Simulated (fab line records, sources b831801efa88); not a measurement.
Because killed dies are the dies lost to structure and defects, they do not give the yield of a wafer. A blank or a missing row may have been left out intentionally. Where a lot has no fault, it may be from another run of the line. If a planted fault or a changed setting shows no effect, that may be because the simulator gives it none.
Problem report, 8D (eight disciplines) form, completed by code + flow sky130 + the parts of the form that need people (team, actions taken, sign-off) are left out

## 1. WHAT WENT WRONG
Mean LDD_HVN_TW at SKY_LDD_HVN_TW_MEAS_10: 1545 over 6 wafers in 2 lots; fault-free wafers: 1441, standard deviation 8.5. That is +12 standard deviations from the usual mean.
Earliest sighting: wafer L788.2 on film metro-02 at day 22 13:25. Wafers with a number at this step in the record: 33, from 11 lots. Rule for "out", or "out of limits": more than 4 standard deviations from the usual mean. Any other wafer with a number is counted as sound.

## 2. WHAT IT IS, AND WHAT IT ISN'T
| question                    | is                           | is not                                                                                                  |
|-----------------------------|------------------------------|---------------------------------------------------------------------------------------------------------|
| which readings at this step | LDD_HVN_TW                   | -                                                                                                       |
| which lots                  | L788, L789                   | L784, L787, L797, L799, L800, L801, L803, L804, L805                                                    |
| which wafers of those lots  | all that have a number       | -                                                                                                       |
| read on which gauges        | film metro-02, film metro-03 | film metro-01                                                                                           |
| when                        | from day 22 13:25            | up to then (6 sound wafers); but 21 sound wafers of L797, L799, L800, L801, L803, L804, L805 came after |

## 3. WHAT RULES OUT EACH SUSPECT
Counting: a tool at a process step up to the reading stays a suspect if it ran every lot that is out and no sound lot after the first of them.
- the gauge at SKY_LDD_HVN_TW_MEAS_10 has been ruled out. Those wafers that are out were read across 2 gauges (film metro-02, film metro-03).
- rie si-01 at SKY_POLY_GATE_ETCH_17 (etches poly-Si in HBr/Cl2, stops on SiO2, target depth 180 nm, time 70.5 s): ruled out as a lasting fault. After its first lot that is out, L788 (day 18 14:17), sound lots L797, L799, L801, L803, L805 ran on it.
- implanter-02 at SKY_LDD_HVN_IMPLANT_08: ruled out as a lasting fault. After its first lot that is out, L788 (day 22 13:11), sound lots L797, L800, L801, L805 ran on it.
Left after counting: nothing in the record.

## 4. THE CAUSE (what the simulator had put in)
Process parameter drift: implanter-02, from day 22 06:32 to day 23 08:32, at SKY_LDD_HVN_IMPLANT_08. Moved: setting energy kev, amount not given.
Counting ruled it out, wrongly: the rule takes a fault to strike every lot that its tool runs from its start on, and this one did not.

## 5. THE EFFECT CHAIN, in route order
Rows list readings where the struck wafers' mean (over those with a number) sits beyond 3 standard deviations from the usual. Only readings whose record carries a usual standard deviation are examined. hours: median over the lots of the time between each lot's start at the first step of this table that gives one and its start at this step. sigmas: the change, counted in usual standard deviations.
| hours | step                   | reading         | usual  | on struck wafers | change  | sigmas      |
|-------|------------------------|-----------------|--------|------------------|---------|-------------|
| 0     | SKY_LDD_HVN_IMPLANT_08 | beam energy keV | 59.997 | 77.559           | +17.562 | +99 or more |
| 0     | SKY_LDD_HVN_TW_MEAS_10 | LDD_HVN_TW      | 1441   | 1545             | +104    | +12         |
Its process steps:
- SKY_LDD_HVN_IMPLANT_08

## 6. WHAT WOULD HAVE CAUGHT IT SOONER
The first out-of-limits reading at a measuring or inspecting step in this record came at day 22 13:25, 7 hours after the fault's start at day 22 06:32.
At SKY_LDD_HVN_IMPLANT_08, the tool's own readings (beam energy keV) were out on each struck wafer the step has a row for, so an alarm limit on them would have fired on the first such wafer.
